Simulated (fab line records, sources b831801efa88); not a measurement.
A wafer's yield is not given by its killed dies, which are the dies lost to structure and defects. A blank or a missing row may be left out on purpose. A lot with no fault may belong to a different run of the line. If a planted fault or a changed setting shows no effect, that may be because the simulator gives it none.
What tool caused it? | flow sky130 | 13 lots, 39 wafers sampled, at 4 steps of a route of 708

## WHAT EACH GAUGE READ, for each wafer
SKY_NWELL_RS_MEAS_29: measurement is done with a four-point probe. Usual: NWELL_RS 621.5 ohm/sq, standard deviation 1.6.
lot  | measured     | on            | NWELL_RS (ohm/sq)                   | flag
L749 | day 5 17:34  | film-metro-04 | 620.3 621.0 618.6                   |
L750 | day 6 06:13  | film-metro-02 | 619.3 621.3 619.5                   |
L752 | day 6 10:03  | film-metro-01 | 601.4 600.5 601.3 601.5 599.8 602.0 | OFF
L751 | day 6 10:23  | film-metro-04 | 619.3 620.1 621.2                   |
L753 | day 6 21:25  | film-metro-02 | 604.3 604.8 604.8 603.2 605.0 605.0 | OFF
L763 | day 9 03:21  | film-metro-04 | 602.2 601.0 599.7 600.5 599.4 598.9 | OFF
L764 | day 9 06:51  | film-metro-02 | 623.7 624.8 623.5                   |
L765 | day 9 14:52  | film-metro-01 | 619.9 620.8 619.7                   |
L766 | day 9 19:14  | film-metro-01 | 619.2 619.1 618.3                   |
L767 | day 10 00:07 | film-metro-02 | 623.4 624.8 622.9                   |
L768 | day 10 08:55 | film-metro-02 | 623.4 622.5 623.0                   |
L770 | day 10 21:35 | film-metro-02 | 621.4 622.1 622.2                   |
L771 | day 11 10:37 | film-metro-02 | 621.8 623.8 621.2                   |

SKY_LDD_HVN_OVL_MEAS_07. Usual: LDD_HVN_OVL -1.3 nm, standard deviation 1.4.
lot  | measured     | on         | LDD_HVN_OVL (nm) | flag
L749 | day 20 16:26 | overlay-02 | -3.0 -2.1 -0.9   |
L750 | day 21 15:04 | overlay-02 | -2.7 -3.8 -2.4   |
L752 | day 21 15:59 | overlay-01 | 0.2 -0.1 -0.5    |
L751 | day 21 23:08 | overlay-02 | -1.5 -2.3 -1.4   |
L753 | day 22 16:40 | overlay-02 | 0.0 -2.0 0.0     |
L763 | day 26 07:40 | overlay-02 | -2.3 -4.1 -4.5   |
L764 | day 26 06:25 | overlay-01 | -0.8 0.8 -0.8    |
L765 | day 26 10:26 | overlay-02 | -1.7 -2.3 -0.9   |
L766 | day 26 14:22 | overlay-01 | -0.9 -1.6 -2.2   |
L767 | day 27 02:32 | overlay-01 | -0.4 -2.2 -1.1   |
L768 | day 27 14:32 | overlay-02 | -2.0 -0.7 -0.4   |
L770 | day 28 00:47 | overlay-01 | -0.6 -0.8 0.1    |
L771 | day 28 16:10 | overlay-02 | -0.4 -0.9 -0.3   |

SKY_LI_CONTACT_OVL_MEAS_13. Usual: LI_CONTACT_OVL 0 nm, standard deviation 6.
lot  | measured     | on         | LI_CONTACT_OVL (nm) | flag
L749 | day 29 12:37 | overlay-01 | -4 -1 -12           |
L750 | day 30 09:04 | overlay-02 | -2 0 8              |
L752 | day 30 11:28 | overlay-01 | 7 -8 0              |
L751 | day 30 16:51 | overlay-02 | -3 4 -5             |
L753 | day 31 10:42 | overlay-02 | -9 -4 -4            |
L763 | day 34 16:32 | overlay-02 | 11 8 3              |
L764 | day 34 15:26 | overlay-02 | -9 2 -13            |
L765 | day 34 17:29 | overlay-02 | 0 -1 1              |
L766 | day 34 20:27 | overlay-01 | -1 1 -1             |
L767 | day 35 09:44 | overlay-02 | -12 -15 -4          |
L768 | day 35 20:04 | overlay-01 | 10 1 9              |
L770 | day 36 06:13 | overlay-01 | 0 -1 5              |
L771 | day 36 20:22 | overlay-01 | 0 0 2               |

## TOOL THAT RAN EACH LOT (tool first, then ch and the chambers of the sampled wafers, then the start)
lot  | SKY_NWELL_IMPLANT_13
L749 | implanter-01 ch 0, day 4 22:30
L750 | implanter-03 ch 0, day 5 12:13
L752 | implanter-03 ch 0, day 5 15:27
L751 | implanter-01 ch 0, day 5 15:45
L753 | implanter-01 ch 0, day 6 02:37
L763 | implanter-01 ch 0, day 8 06:41
L764 | implanter-01 ch 0, day 8 09:14
L765 | implanter-01 ch 0, day 8 16:58
L766 | implanter-02 ch 0, day 8 20:59
L767 | implanter-01 ch 0, day 9 01:32
L768 | implanter-01 ch 0, day 9 10:36
L770 | implanter-01 ch 0, day 9 22:36
L771 | implanter-01 ch 0, day 10 11:17
- SKY_NWELL_IMPLANT_13

## WHAT THE TOOLS THEMSELVES READ (means of the sampled wafers that have a number; where no wafer has one, the mark that the record gives instead)
The record holds no such reading with a usual standard deviation.

## THE ANSWER, worked out from the rows above alone
Rule: lot off if the mean of its wafers having a number is beyond 3 standard deviations from the usual mean. Also off: a lot with no number at a reading for which 4 or more lots have one. Any other lot the step has rows for is counted as sound. After the gauges, taken in route order, come the tools' own readings; for these a lot's mean is taken, as printed above. At the first step where some lot is off, the reading lying furthest off is the one used; lots without a number count as furthest.
Off: L752, L753, L763, at SKY_NWELL_RS_MEAS_29 (NWELL_RS).
If a tool, at a process step before that reading, ran all the lots that are off and no sound lot after the first of them, it fits. Gauges at SKY_NWELL_RS_MEAS_29: tried the same way as those tools. Of those tried, none fits.

## WHAT HAD BEEN PUT IN BY THE SIMULATOR
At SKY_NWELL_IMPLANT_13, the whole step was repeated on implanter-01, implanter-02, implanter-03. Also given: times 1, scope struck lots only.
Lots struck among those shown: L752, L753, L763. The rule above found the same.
